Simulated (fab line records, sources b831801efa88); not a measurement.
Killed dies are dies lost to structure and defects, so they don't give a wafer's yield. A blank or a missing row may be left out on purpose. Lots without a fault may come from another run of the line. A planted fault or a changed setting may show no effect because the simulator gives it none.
Chamber matching | flow gf180mcu | GF_PASSIVATION_CVD_00 on pecvd-02: 3 sister chambers
The step deposits SiO2 from TEOS, target thk 1000 nm, time 111.95 s. 6 wafers are shown with their chamber, then 7 later ones without.

WAFERS WITH THEIR CHAMBER
wafer  | chamber | run_length_s (s) | heater_power_w (W)
L528.3 | 2       | 140.1            | 545
L529.1 | 0       | 139.7            | 619
L529.2 | 1       | 138.7            | 773
L529.5 | 0       | 139.7            | 648
L531.2 | 1       | 139.2            | 755
L531.3 | 2       | 140.0            | 573

WAFERS WITHOUT THEIR CHAMBER
wafer  | run_length_s (s) | heater_power_w (W)
L531.5 | 139.5            | 600
L534.2 | 140.1            | 549
L534.3 | 139.7            | 568
L534.6 | 139.8            | 620
L544.1 | 139.8            | 742
L544.2 | 139.7            | 489
L544.4 | 139.2            | 628

WHICH CHAMBER EACH WENT THROUGH
wafer  | from the rows above     | in truth
L531.5 | can't be placed: 0 or 2 | 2
L534.2 | 2                       | 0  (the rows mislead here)
L534.3 | can't be placed: 2 or 0 | 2
L534.6 | 0                       | 0
L544.1 | can't be placed: 1 or 0 | 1
L544.2 | 2                       | 2
L544.4 | 0                       | 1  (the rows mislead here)
Placed correctly: 2 of 7. Can't be placed from these rows: 3 (the true chamber is among the candidates in 3). Placed wrongly: 2.
How it was worked out, from the rows above alone: a wafer's distance from a chamber is the root of the sum, over the readings, of the square of ((its reading less the chamber's mean) divided by the reading's scatter). The wafer belongs to the nearest chamber; if the next one is less than 2 further off, it can't be placed. A chamber's mean is the mean of its shown wafers. The scatter: the root of (the sum of the squares of (reading less its chamber's mean) over the shown wafers, divided by (wafers less chambers)).
